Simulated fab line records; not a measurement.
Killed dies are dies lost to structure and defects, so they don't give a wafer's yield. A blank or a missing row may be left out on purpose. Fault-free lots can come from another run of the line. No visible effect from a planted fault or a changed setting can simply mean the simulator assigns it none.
Chamber matching    flow gf180mcu    4 sister chambers for GF_HV_LDD_ETCHBACK_58 on rieDiel-04
The step etches Si3N4 in CH3F/O2, stops on SiO2, time 100 s, target depth 90 nm. 14 wafers are shown with their chamber, then 7 later ones without.

== WAFERS WITH THEIR CHAMBER ==
wafer   chamber  oesProductAu (a.u.)  biasW (W)  throttleValvePct (%)
L210.3  2        0.837                79.72      10.570
L210.5  1        0.844                79.95      10.550
L210.6  2        0.842                79.90      10.575
L221.1  0        0.840                79.96      10.567
L221.2  2        0.840                79.97      10.561
L221.5  1        0.839                80.17      10.551
L223.3  2        0.838                79.63      10.534
L223.5  3        0.846                80.09      10.576
L223.6  2        0.844                79.97      10.572
L227.3  0        0.837                80.01      10.551
L227.4  1        0.838                80.06      10.568
L227.6  2        0.836                80.01      10.561
L228.2  1        0.851                80.04      10.554
L228.4  2        0.839                80.07      10.568

SIGNATURES, as means of the wafers listed above
reading           chamber 0  chamber 1  chamber 2  chamber 3  scatter within a chamber
oesProductAu      0.83850    0.84300    0.83943    0.84600    0.00398
biasW             79.9850    80.0550    79.8957    80.0900    0.135
throttleValvePct  10.55900   10.55575   10.56300   10.57600   0.0122
Rule: for a wafer and a chamber, the distance is found by dividing, reading by reading, the gap between the wafer's reading and the chamber's mean by the reading's scatter, squaring, summing and taking the root. The wafer belongs to the nearest chamber; if the next one is less than 2 further off, it can't be placed. How the scatter is found: for the shown wafers, subtract from each reading the mean of its chamber, square and add these, divide the total by (wafers less chambers), then take the root.

== WAFERS WITH NO CHAMBER GIVEN ==
wafer   oesProductAu (a.u.)  biasW (W)  throttleValvePct (%)
L228.6  0.842                79.87      10.558
L231.1  0.843                79.47      10.559
L231.4  0.843                79.98      10.549
L231.6  0.844                79.84      10.559
L232.3  0.847                80.24      10.556
L232.4  0.841                80.15      10.566
L232.5  0.834                80.07      10.582

== CHAMBER TAKEN BY EACH ==
wafer   from the rows above                in truth
L228.6  can't be placed: 2 or 0 or 1 or 3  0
L231.1  can't be placed: 2 or 0 or 1 or 3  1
L231.4  can't be placed: 1 or 0 or 2 or 3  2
L231.6  can't be placed: 2 or 1 or 0 or 3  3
L232.3  can't be placed: 1 or 3 or 0 or 2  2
L232.4  can't be placed: 1 or 0 or 3 or 2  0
L232.5  can't be placed: 0 or 2 or 3 or 1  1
Placed correctly: 0 of 7. Can't be placed from these rows: 7 (the true chamber is among the candidates in 7). Number placed wrongly: 0.
